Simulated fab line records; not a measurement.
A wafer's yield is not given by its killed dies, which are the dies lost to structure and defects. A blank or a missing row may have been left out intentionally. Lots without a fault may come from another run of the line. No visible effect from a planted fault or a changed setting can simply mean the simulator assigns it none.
Lot-split experiment | flow sfq_line | route with 325 steps; 5 lots, 23 wafers read

## THE SPLIT
At SFQ_TRILAYER_L0_LITHO_COAT_005 (resist thk 600 nm), the setting resist_thk_nm was moved away from the recipe's 600 nm on 6 of the 23 wafers read, by -4.3% to +4.9%. This setting was run at the recipe's value on the other wafers.

## FROM THE SPLIT TO THE READING: what the file shows between them, 4 steps
- SFQ_TRILAYER_L0_LITHO_EXPOSE_006: exposes mask L0, target cd 2000 nm (also split here: dose_mj)
- SFQ_TRILAYER_L0_LITHO_PEB_008: peb time 60 s
- SFQ_TRILAYER_L0_LITHO_DEVELOP_007: time 60 s
- SFQ_TRILAYER_L0_BARC_OPEN_METAL_ETCH_010: etches BARC in O2, target depth 125 nm, time 41.7 s

## THE READING
KrF_of_TRILAYER_L0_LITHO_COAT_005.thk_nm (the simulator's own value, which no gauge read), in nm, at SFQ_TRILAYER_L0_ETCH_METAL_ETCH_008 (etches MoNx KI in SF6/O2, stops on SiO2, target depth 50 nm, time 25 s). No usual value for it is given in the file. Here, 17 wafers ran the recipe; their average is 480.6 nm with a standard deviation of 3.2 nm.

wafer  | tool, chamber at the split | resist_thk_nm as run, nm | against the recipe | KrF_of_TRILAYER_L0_LITHO_COAT_005.thk_nm, nm | against lot-mates on the recipe
L076.1 | litho_track-01, 0          | 600                      | recipe             | 481.6                                        | -
L076.2 | litho_track-01, 0          | 600                      | recipe             | 482.5                                        | -
L076.3 | litho_track-01, 0          | 629.3                    | +4.9%              | 507.5                                        | +25.4
L076.4 | litho_track-01, 0          | 629.3                    | +4.9%              | 511.1                                        | +29.1
L076.5 | litho_track-01, 0          | 629.3                    | +4.9%              | 510.3                                        | +28.2
L077.1 | litho_track-02, 0          | 600                      | recipe             | 476.8                                        | -
L077.2 | litho_track-02, 0          | 600                      | recipe             | 480.4                                        | -
L077.4 | litho_track-02, 0          | 600                      | recipe             | 478.6                                        | -
L077.5 | litho_track-02, 0          | 600                      | recipe             | 474.5                                        | -
L077.6 | litho_track-02, 0          | 600                      | recipe             | 472.5                                        | -
L078.1 | litho_track-02, 0          | 600                      | recipe             | 483                                          | -
L078.2 | litho_track-02, 0          | 600                      | recipe             | 481.6                                        | -
L078.3 | litho_track-02, 0          | 600                      | recipe             | 484.2                                        | -
L078.4 | litho_track-02, 0          | 600                      | recipe             | 481.3                                        | -
L078.6 | litho_track-02, 0          | 600                      | recipe             | 480.4                                        | -
L082.2 | litho_track-02, 0          | 600                      | recipe             | 483.4                                        | -
L082.4 | litho_track-02, 0          | 600                      | recipe             | 481.9                                        | -
L082.6 | litho_track-02, 0          | 600                      | recipe             | 484.9                                        | -
L083.2 | litho_track-02, 0          | 574.2                    | -4.3%              | 456.7                                        | -24.8
L083.3 | litho_track-02, 0          | 574.2                    | -4.3%              | 456                                          | -25.5
L083.5 | litho_track-02, 0          | 574.2                    | -4.3%              | 456                                          | -25.5
L083.4 | litho_track-02, 0          | 600                      | recipe             | 482.1                                        | -
L083.6 | litho_track-02, 0          | 600                      | recipe             | 480.9                                        | -

FIT RESULTS
A straight line over all 23 wafers: KrF_of_TRILAYER_L0_LITHO_COAT_005.thk_nm changes by +5.82 nm for each +1% of resist_thk_nm; r = +0.98; the points scatter about the line by 3 nm.
The same after taking each lot's own level away (the mean of its wafers on the recipe; 23 wafers): +5.75 nm for each +1%; r = +0.99; scatter 1.7 nm.
The reading moves by 28 nm for the largest change in resist_thk_nm, on that fit.
Across the lots, their own levels run from 476.56 to 483.40 nm, a range of 2.1 times the standard deviation given above.
The two slopes are in agreement: the lot-to-lot level therefore moves the slope only a little.
Check: for one of the wafers moved furthest among these (+4.9%), held out of the fit, the line's prediction against its lot-mates is +28.7 nm. It came out at +25.4 nm against them.

## FURTHER SPLITS ON THESE WAFERS
These wafers also went through other splits before the reading. Each is held against what the fit with the lots' levels taken away leaves over:
other split on the same wafers           | wafers away from the commonest value | r with KrF_of_TRILAYER_L0_LITHO_COAT_005.thk_nm (lot level and that fit taken away)
SFQ_TRILAYER_L0_LITHO_EXPOSE_006 dose_mj | 9                                    | +0.12

## THE WHOLE CHAIN: every reading that the file lists as answering this split, in the file's order
step                                     | what it does                                                           | reading                                                                                   | change (the file's fit)              | r (the file's)
SFQ_TRILAYER_L0_LITHO_COAT_005           | resist thk 600 nm                                                      | KrF_of_TRILAYER_L0_LITHO_COAT_005.thk_nm (the simulator's own value, which no gauge read) | +5.96 nm for each +1% of the setting | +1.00
SFQ_TRILAYER_L0_BARC_OPEN_METAL_ETCH_010 | etches BARC in O2, target depth 125 nm, time 41.7 s                    | KrF_of_TRILAYER_L0_LITHO_COAT_005.thk_nm (the simulator's own value, which no gauge read) | +5.88 nm for each +1% of the setting | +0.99
SFQ_TRILAYER_L0_ETCH_METAL_ETCH_008      | etches MoNx KI in SF6/O2, stops on SiO2, target depth 50 nm, time 25 s | KrF_of_TRILAYER_L0_LITHO_COAT_005.thk_nm (the simulator's own value, which no gauge read) | +5.74 nm for each +1% of the setting | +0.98

## THE FILE'S OWN FIT
KrF_of_TRILAYER_L0_LITHO_COAT_005.thk_nm changes by +5.74 nm for each +1% of resist_thk_nm, r = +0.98.
